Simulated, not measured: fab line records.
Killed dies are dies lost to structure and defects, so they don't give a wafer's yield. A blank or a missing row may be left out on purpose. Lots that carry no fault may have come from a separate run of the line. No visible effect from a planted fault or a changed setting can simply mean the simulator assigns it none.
What tool caused it? ; flow gf180mcu ; Sampling: 9 lots, 26 wafers, 6 of 602 route steps

## WHAT THE GAUGES SHOWED, per wafer
GF_V4_OVL_MEAS_15. Usual: V4_OVL typically reads -2 nm, with standard deviation 6.1.
lot;measured;on;V4_OVL (nm);flag
L935;day 24 16:12;overlay-02;-4 -6 9;
L936;day 24 17:51;overlay-02;-3 -1 3;
L937;day 25 13:47;overlay-02;-7 -6 -13;
L938;day 25 14:35;overlay-01;0 -2 -17;
L939;day 25 18:35;overlay-01;-17 -13 -18;
L940;day 26 02:06;overlay-02;7 -3 1;
L946;day 28 09:19;overlay-02;-10 3;
L951;day 29 12:14;overlay-02;-5 -4 -8;
L957;day 31 01:00;overlay-01;6 -9 -12;

GF_V5_THK_MEAS_03. Usual: V5_CVD_02_THK typically reads 1443 nm, with standard deviation 20.
lot;measured;on;V5_CVD_02_THK (nm);flag
L935;day 26 13:38;filmMetro-02;1438 1418 1434;
L936;day 26 15:20;filmMetro-03;1445 1475 1466;
L937;day 27 10:49;filmMetro-04;1445 1421 1470;
L938;day 27 11:29;filmMetro-04;1423 1417 1474;
L939;day 27 15:19;filmMetro-04;1431 1431 1464;
L940;day 27 21:28;filmMetro-03;1418 1458 1450;
L946;day 30 02:22;filmMetro-03;1427 1442;
L951;day 31 03:35;filmMetro-04;1433 1409 1445;
L957;day 32 13:30;filmMetro-04;1443 1471 1459;

GF_V5_RS_MEAS_24: a four-point-probe measurement. Usual: V5_W_RS typically reads 0.327 ohm/sq, with standard deviation 0.0033.
lot;measured;on;V5_W_RS (ohm/sq);flag
L935;day 27 11:40;filmMetro-03;0.325 0.322 0.326;
L936;day 27 13:20;filmMetro-04;0.328 0.328 0.329;
L937;day 28 08:08;filmMetro-02;0.324 0.327 0.323;
L938;day 28 08:50;filmMetro-03;0.327 0.327 0.325;
L939;day 28 13:10;filmMetro-02;0.326 0.326 0.322;
L940;day 28 18:16;filmMetro-02;0.321 0.326 0.325;
L946;day 30 21:59;filmMetro-04;0.202 0.328;OFF
L951;day 31 22:41;filmMetro-03;0.333 0.339 0.334;
L957;day 33 06:07;filmMetro-03;0.329 0.327 0.332;

GF_V5_THK_MEAS_25: measures by xrf. Usual: V5_W_THK typically reads 344 nm, with standard deviation 3.7.
lot;measured;on;V5_W_THK (nm);flag
L935;day 27 11:47;filmMetro-03;348 350 343;
L936;day 27 13:27;filmMetro-04;345 348 346;
L937;day 28 08:15;filmMetro-02;344 342 346;
L938;day 28 08:56;filmMetro-03;344 344 345;
L939;day 28 13:17;filmMetro-02;341 341 346;
L940;day 28 18:22;filmMetro-02;346 342 344;
L946;day 30 22:07;filmMetro-04;558 349;OFF
L951;day 31 22:48;filmMetro-03;332 332 334;OFF
L957;day 33 06:13;filmMetro-03;342 345 339;

## EACH LOT AND THE TOOL THAT RAN IT (in order: tool; ch and the chambers of the sampled wafers; start)
lot;GF_V5_SPUTTER_22;GF_V5_CVD_23
L935;pvdSputter-04, day 27 11:31;cvdW-01 ch 0,1, day 27 11:33
L936;pvdSputter-02, day 27 13:10;cvdW-01 ch 0,1, day 27 13:13
L937;pvdSputter-03, day 28 07:58;cvdW-02 ch 0,1, day 28 08:01
L938;pvdSputter-04, day 28 08:40;cvdW-01 ch 0,1, day 28 08:42
L939;pvdSputter-04, day 28 13:01;cvdW-02 ch 0,1, day 28 13:03
L940;pvdSputter-04, day 28 18:05;cvdW-02 ch 0,1, day 28 18:09
L946;pvdSputter-02, day 30 21:50;cvdW-01 ch 1, day 30 21:53
L951;pvdSputter-02, day 31 22:32;cvdW-02 ch 0,1, day 31 22:34
L957;pvdSputter-02, day 33 05:55;cvdW-02 ch 0,1, day 33 05:59
- GF_V5_SPUTTER_22: material TiN, target thk 10 nm, time 40 s.
- GF_V5_CVD_23: deposits W, target thk 350 nm, time 104.9 s.

## WHAT THE TOOLS THEMSELVES READ (means of the sampled wafers that have a number; where no wafer has one, the mark that the record gives instead)
GF_V5_SPUTTER_22. Usual: 30.3 % for throttleValvePct, sd 0.86.
lot;tool;throttleValvePct (%);flag
L935;pvdSputter-04;30.5;
L936;pvdSputter-02;30.2;
L937;pvdSputter-03;29.8;
L938;pvdSputter-04;30.9;
L939;pvdSputter-04;30.2;
L940;pvdSputter-04;30.7;
L946;pvdSputter-02;30.5;
L951;pvdSputter-02;29.9;
L957;pvdSputter-02;29.6;

GF_V5_CVD_23. Usual: 859 W for heaterPowerW, sd 85.
lot;tool;heaterPowerW (W);flag
L935;cvdW-01;824;
L936;cvdW-01;906;
L937;cvdW-02;860;
L938;cvdW-01;816;
L939;cvdW-02;856;
L940;cvdW-02;857;
L946;cvdW-01;974;
L951;cvdW-02;850;
L957;cvdW-02;849;

## THE ANSWER, worked out from the rows above alone
Rule: a lot is off if the mean of its wafers that have a number lies more than 3 standard deviations from the usual mean. Also off: a lot with no number at a reading for which 4 or more lots have one. All remaining lots with rows at the step are treated as sound. Order of review: gauges by route order, followed by the tools' own readings, for which a lot's mean as printed above is used. The first step at which some lot is off is used, and at that step the reading that is off furthest; a lot without a number counts as furthest.
Off: L946, at GF_V5_RS_MEAS_24 (V5_W_RS).
A tool fits if, at a process step before that reading, it ran every lot that is off, and no sound lot after the first of them. The gauges at GF_V5_RS_MEAS_24 are tried like those tools. Undecided on this evidence; 2 tools fit (cvdW-01 at GF_V5_CVD_23, filmMetro-04 at GF_V5_RS_MEAS_24).

## WHAT THE SIMULATOR PUT IN
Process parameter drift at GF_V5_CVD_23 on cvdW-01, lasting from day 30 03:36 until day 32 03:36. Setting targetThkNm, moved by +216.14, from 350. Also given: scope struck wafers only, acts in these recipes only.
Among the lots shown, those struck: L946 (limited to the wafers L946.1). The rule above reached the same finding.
